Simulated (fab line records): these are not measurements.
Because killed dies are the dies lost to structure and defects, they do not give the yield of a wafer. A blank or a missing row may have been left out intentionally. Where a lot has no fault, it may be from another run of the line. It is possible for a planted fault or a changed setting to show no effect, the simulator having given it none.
Which tool did it? + flow gf180mcu + 11 lots with 33 wafers sampled at 6 steps, on a route of 602 steps

WHAT THE GAUGES SHOWED, per wafer
GF_STI_THK_MEAS_04. Usual: STI_CVD_03_THK 207.1 nm, standard deviation 1.9.
| lot  | measured    | on           | STI_CVD_03_THK (nm) | flag |
|------|-------------|--------------|---------------------|------|
| L262 | day 1 18:35 | filmMetro-02 | 205.1 206.5 206.6   |      |
| L265 | day 2 09:51 | filmMetro-04 | 207.1 207.2 208.6   |      |
| L267 | day 2 19:41 | filmMetro-03 | 206.6 208.3 207.5   |      |
| L268 | day 3 01:11 | filmMetro-02 | 209.7 208.8 209.3   |      |
| L269 | day 3 06:14 | filmMetro-02 | 209.1 207.9 209.9   |      |
| L271 | day 3 15:35 | filmMetro-02 | 205.7 206.8 206.1   |      |
| L272 | day 3 22:34 | filmMetro-02 | 205.9 206.2 206.8   |      |
| L274 | day 4 06:34 | filmMetro-02 | 159.4 161.1 159.8   | OFF  |
| L275 | day 4 11:53 | filmMetro-02 | 157.1 156.2 157.2   | OFF  |
| L278 | day 5 03:36 | filmMetro-02 | 209.7 209.2 207.7   |      |
| L284 | day 6 10:25 | filmMetro-02 | 209.1 208.7 206.3   |      |

GF_DUAL_GATE_OVL_MEAS_11. Usual: DUAL_GATE_OVL -0.1 nm, standard deviation 1.6.
| lot  | measured     | on         | DUAL_GATE_OVL (nm) | flag |
|------|--------------|------------|--------------------|------|
| L262 | day 8 14:43  | overlay-02 | -3.7 -3.0 -2.6     |      |
| L265 | day 9 09:21  | overlay-02 | -0.2 -0.2 -0.5     |      |
| L267 | day 9 23:52  | overlay-02 | 0.9 0.5 0.8        |      |
| L268 | day 10 07:37 | overlay-01 | 0.8 -1.0 -1.8      |      |
| L269 | day 10 15:33 | overlay-01 | 3.5 3.2 1.3        |      |
| L271 | day 11 05:08 | overlay-02 | 0.0 1.2 0.6        |      |
| L272 | day 11 13:23 | overlay-02 | 1.0 -0.6 -0.4      |      |
| L274 | day 12 03:32 | overlay-01 | 0.0 0.1 1.3        |      |
| L275 | day 12 09:20 | overlay-01 | 0.5 2.1 3.6        |      |
| L278 | day 13 05:48 | overlay-01 | 1.0 0.9 2.1        |      |
| L284 | day 15 00:15 | overlay-01 | -0.3 1.9 1.1       |      |

GF_POLY_GATE_THK_MEAS_01. Usual: POLY_GATE_CVD_00_THK 198.8 nm, standard deviation 1.8.
| lot  | measured     | on           | POLY_GATE_CVD_00_THK (nm) | flag |
|------|--------------|--------------|---------------------------|------|
| L262 | day 8 20:09  | filmMetro-01 | 197.5 196.7 198.6         |      |
| L265 | day 9 12:30  | filmMetro-01 | 199.9 200.9 198.7         |      |
| L267 | day 10 03:50 | filmMetro-02 | 196.7 198.1 196.6         |      |
| L268 | day 10 10:47 | filmMetro-04 | 200.5 200.7 197.0         |      |
| L269 | day 10 19:10 | filmMetro-02 | 198.2 198.5 198.9         |      |
| L271 | day 11 08:50 | filmMetro-04 | 197.2 195.8 195.2         |      |
| L272 | day 11 17:23 | filmMetro-04 | 200.8 200.4 199.5         |      |
| L274 | day 12 06:41 | filmMetro-04 | 200.3 198.5 201.1         |      |
| L275 | day 12 12:41 | filmMetro-01 | 199.9 199.6 201.6         |      |
| L278 | day 13 08:58 | filmMetro-02 | 201.3 198.8 200.2         |      |
| L284 | day 15 05:10 | filmMetro-01 | 199.6 197.7 198.1         |      |

EACH LOT AND THE TOOL THAT RAN IT (in order: tool; ch and the chambers of the sampled wafers; start)
| lot  | GF_STI_CVD_03              | GF_STI_ETCH_13                   | GF_VT_IMPLANT_STRIP_31              |
|------|----------------------------|----------------------------------|-------------------------------------|
| L262 | lpcvd-01 ch 1, day 1 16:34 | rieDiel-03 ch 0,1, day 2 06:04   | plasmaAsher-01 ch 0,1, day 7 02:49  |
| L265 | lpcvd-02 ch 0, day 2 07:52 | rieDiel-03 ch 0,2,3, day 2 22:07 | plasmaAsher-01 ch 0,1, day 7 21:29  |
| L267 | lpcvd-01 ch 1, day 2 17:41 | rieDiel-01 ch 1,2,3, day 3 08:16 | plasmaAsher-04 ch 0,1, day 8 10:34  |
| L268 | lpcvd-01 ch 0, day 2 23:12 | rieDiel-01 ch 2,3, day 3 14:04   | plasmaAsher-04 ch 0,1, day 8 19:41  |
| L269 | lpcvd-01 ch 1, day 3 04:15 | rieDiel-04 ch 0,2,3, day 3 19:40 | plasmaAsher-01 ch 0,1, day 9 00:35  |
| L271 | lpcvd-01 ch 1, day 3 13:34 | rieDiel-03 ch 0,2,3, day 4 04:16 | plasmaAsher-02 ch 0,1, day 9 13:55  |
| L272 | lpcvd-01 ch 1, day 3 20:34 | rieDiel-01 ch 0,1,2, day 4 11:46 | plasmaAsher-04 ch 0, day 9 22:10    |
| L274 | lpcvd-01 ch 0, day 4 04:34 | rieDiel-03 ch 0,1,3, day 4 19:43 | plasmaAsher-02 ch 0,1, day 10 11:40 |
| L275 | lpcvd-01 ch 1, day 4 09:55 | rieDiel-03 ch 0,2,3, day 5 01:27 | plasmaAsher-04 ch 0,1, day 10 17:35 |
| L278 | lpcvd-02 ch 0, day 5 01:37 | rieDiel-03 ch 1,2, day 5 18:09   | plasmaAsher-01 ch 0,1, day 11 12:32 |
| L284 | lpcvd-02 ch 1, day 6 08:26 | rieDiel-01 ch 0,2,3, day 7 01:10 | plasmaAsher-01 ch 0,1, day 13 05:59 |
- GF_STI_CVD_03: deposits Si3N4 from DCS/NH3, target thk 207.16 nm, time 3551 s.
- GF_STI_ETCH_13: etches the open film in CHF3/O2, stops on Si, target depth 282.31 nm, time 112.9 s.
- GF_VT_IMPLANT_STRIP_31: strips in O2/N2.

AS READ BY THE TOOLS THEMSELVES (means over the sampled wafers that have a number; for cases with no such wafer, the mark the record gives instead)
GF_STI_CVD_03. Usual: zonePowerBottomPct 21.8 %, standard deviation 1.7; zonePowerLowerPct 14.5 %, standard deviation 0.81; zonePowerTopPct 27.8 %, standard deviation 2.7.
| lot  | tool     | zonePowerBottomPct (%) | zonePowerLowerPct (%) | zonePowerTopPct (%) | flag |
|------|----------|------------------------|-----------------------|---------------------|------|
| L262 | lpcvd-01 | 21.0                   | 13.9                  | 29.3                |      |
| L265 | lpcvd-02 | 25.4                   | 15.0                  | 24.8                |      |
| L267 | lpcvd-01 | 21.2                   | 13.7                  | 29.3                |      |
| L268 | lpcvd-01 | 19.8                   | 14.1                  | 23.2                |      |
| L269 | lpcvd-01 | 21.2                   | 13.8                  | 29.8                |      |
| L271 | lpcvd-01 | 21.3                   | 13.8                  | 29.6                |      |
| L272 | lpcvd-01 | 21.2                   | 13.9                  | 29.6                |      |
| L274 | lpcvd-01 | 20.0                   | 14.0                  | 23.1                |      |
| L275 | lpcvd-01 | 21.2                   | 13.9                  | 29.1                |      |
| L278 | lpcvd-02 | 25.7                   | 15.1                  | 24.8                |      |
| L284 | lpcvd-02 | 21.3                   | 15.8                  | 29.9                |      |

GF_STI_ETCH_13. Usual: drypumpMotorCurrentA 5.8 A, standard deviation 0.49; oesProductAu 0.833 a.u., standard deviation 0.0062; throttleValvePct 8.809 %, standard deviation 0.0091.
| lot  | tool       | drypumpMotorCurrentA (A) | oesProductAu (a.u.) | throttleValvePct (%) | flag |
|------|------------|--------------------------|---------------------|----------------------|------|
| L262 | rieDiel-03 | 6.2                      | 0.826               | 8.807                |      |
| L265 | rieDiel-03 | 5.7                      | 0.832               | 8.798                |      |
| L267 | rieDiel-01 | 6.2                      | 0.835               | 8.813                |      |
| L268 | rieDiel-01 | 6.3                      | 0.841               | 8.813                |      |
| L269 | rieDiel-04 | 5.1                      | 0.836               | 8.822                |      |
| L271 | rieDiel-03 | 5.7                      | 0.832               | 8.803                |      |
| L272 | rieDiel-01 | 5.9                      | 0.837               | 8.810                |      |
| L274 | rieDiel-03 | 5.9                      | 0.730               | 8.781                | OFF  |
| L275 | rieDiel-03 | 5.7                      | 0.724               | 8.774                | OFF  |
| L278 | rieDiel-03 | 6.2                      | 0.836               | 8.814                |      |
| L284 | rieDiel-01 | 6.2                      | 0.833               | 8.813                |      |

GF_VT_IMPLANT_STRIP_31. Usual: drypumpMotorCurrentA 5.9 A, standard deviation 0.4; heaterPowerW 317 W, standard deviation 24; n2FlowSccm 300.0 sccm, standard deviation 0.88; oesProductAu 0.716 a.u., standard deviation 0.0044; stripTimeToEndpointS 12.627 s, standard deviation 0.029.
| lot  | tool           | drypumpMotorCurrentA (A) | heaterPowerW (W) | n2FlowSccm (sccm) | oesProductAu (a.u.) | stripTimeToEndpointS (s) | flag |
|------|----------------|--------------------------|------------------|-------------------|---------------------|--------------------------|------|
| L262 | plasmaAsher-01 | 6.0                      | 304              | 300.2             | 0.712               | 12.598                   |      |
| L265 | plasmaAsher-01 | 6.1                      | 308              | 299.4             | 0.718               | 12.610                   |      |
| L267 | plasmaAsher-04 | 5.7                      | 312              | 300.6             | 0.721               | 12.674                   |      |
| L268 | plasmaAsher-04 | 5.7                      | 317              | 300.1             | 0.717               | 12.643                   |      |
| L269 | plasmaAsher-01 | 6.1                      | 313              | 300.2             | 0.716               | 12.594                   |      |
| L271 | plasmaAsher-02 | 5.5                      | 322              | 300.4             | 0.716               | 12.632                   |      |
| L272 | plasmaAsher-04 | 6.4                      | 356              | 301.3             | 0.710               | 12.626                   |      |
| L274 | plasmaAsher-02 | 5.6                      | 317              | 299.9             | 0.716               | 12.648                   |      |
| L275 | plasmaAsher-04 | 6.0                      | 338              | 300.3             | 0.713               | 12.665                   |      |
| L278 | plasmaAsher-01 | 6.0                      | 304              | 300.7             | 0.716               | 12.632                   |      |
| L284 | plasmaAsher-01 | 6.1                      | 318              | 300.4             | 0.718               | 12.625                   |      |

THE ANSWER, worked out from the rows above alone
Rule: take the mean of a lot's wafers that have a number; if it is more than 3 standard deviations from the usual mean, the lot is off. Also off: a lot with no number at a reading for which 4 or more lots have one. All remaining lots with rows at the step are treated as sound. Order of review: gauges by route order, followed by the tools' own readings, for which a lot's mean as printed above is used. At the first step where some lot is off, the reading lying furthest off is the one used; lots without a number count as furthest.
Off: L274, L275, seen at GF_STI_THK_MEAS_04 (STI_CVD_03_THK).
A tool fits if, at a process step before that reading, it ran every lot that is off, and no sound lot after the first of them. The gauges at GF_STI_THK_MEAS_04 aren't tried: what is off there is off at GF_STI_ETCH_13 too, on other tools, and a gauge's error can't cause that. One candidate fits, namely lpcvd-01 at GF_STI_CVD_03. A fault onset in the window from L272 (day 3 20:34, its last sound lot) to L274 (day 4 04:34, its first lot off) fits.

WHAT HAD BEEN PUT IN BY THE SIMULATOR
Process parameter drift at GF_STI_CVD_03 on lpcvd-01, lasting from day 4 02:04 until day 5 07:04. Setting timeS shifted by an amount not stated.
Struck lots among those shown: L274, L275. The rule above found the same.
